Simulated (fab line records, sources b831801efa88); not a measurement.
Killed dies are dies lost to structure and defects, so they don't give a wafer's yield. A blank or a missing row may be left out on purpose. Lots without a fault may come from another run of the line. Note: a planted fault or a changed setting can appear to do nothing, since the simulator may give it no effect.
Matching of chambers | flow sky130 | SKY_CAPM_CVD_00 on pecvd-03 has 3 sister chambers
The step deposits SiO2, target thk 15.5 nm. 20 wafers are shown with their chamber, then 10 later ones without.

## EACH WAFER AND ITS CHAMBER
wafer  | chamber | heater power w (W)
L074.1 | 2       | 592
L074.2 | 1       | 774
L074.3 | 0       | 659
L074.4 | 1       | 790
L074.5 | 0       | 664
L074.6 | 2       | 599
L079.1 | 0       | 702
L079.3 | 1       | 889
L079.6 | 2       | 573
L080.3 | 0       | 650
L080.5 | 0       | 647
L080.6 | 1       | 851
L081.1 | 1       | 890
L081.2 | 0       | 665
L081.5 | 1       | 863
L085.3 | 1       | 852
L085.4 | 0       | 657
L085.6 | 2       | 577
L089.1 | 2       | 622
L089.2 | 0       | 621

SIGNATURES, as means of the wafers listed above
reading        | chamber 0 | chamber 1 | chamber 2 | scatter within a chamber
heater power w | 658.12    | 844.14    | 592.60    | 32.1
Rule: for each reading, subtract the chamber's mean from the wafer's reading, divide by that reading's scatter and square the result; add these up over the readings and take the root, which gives the wafer's distance from the chamber. The wafer belongs to the nearest chamber; if the next one is less than 2 further off, it can't be placed. The scatter is the square root of a quotient: the sum, over the shown wafers, of each reading's squared deviation from its chamber's mean, divided by wafers minus chambers.

## WAFERS WITH NO CHAMBER GIVEN
wafer  | heater power w (W)
L089.3 | 766
L091.1 | 794
L091.2 | 540
L091.4 | 795
L092.1 | 854
L092.4 | 616
L092.6 | 865
L097.1 | 564
L097.3 | 594
L097.4 | 824

## EACH ONE'S CHAMBER
wafer  | from the rows above     | in truth
L089.3 | can't be placed: 1 or 0 | 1
L091.1 | 1                       | 1
L091.2 | 2                       | 2
L091.4 | 1                       | 1
L092.1 | 1                       | 1
L092.4 | can't be placed: 2 or 0 | 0
L092.6 | 1                       | 1
L097.1 | 2                       | 2
L097.3 | can't be placed: 2 or 0 | 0
L097.4 | 1                       | 1
Placed correctly: 7 of 10. Not placeable from these rows: 3 (in 3, the candidates include the true chamber). 0 placed wrongly.
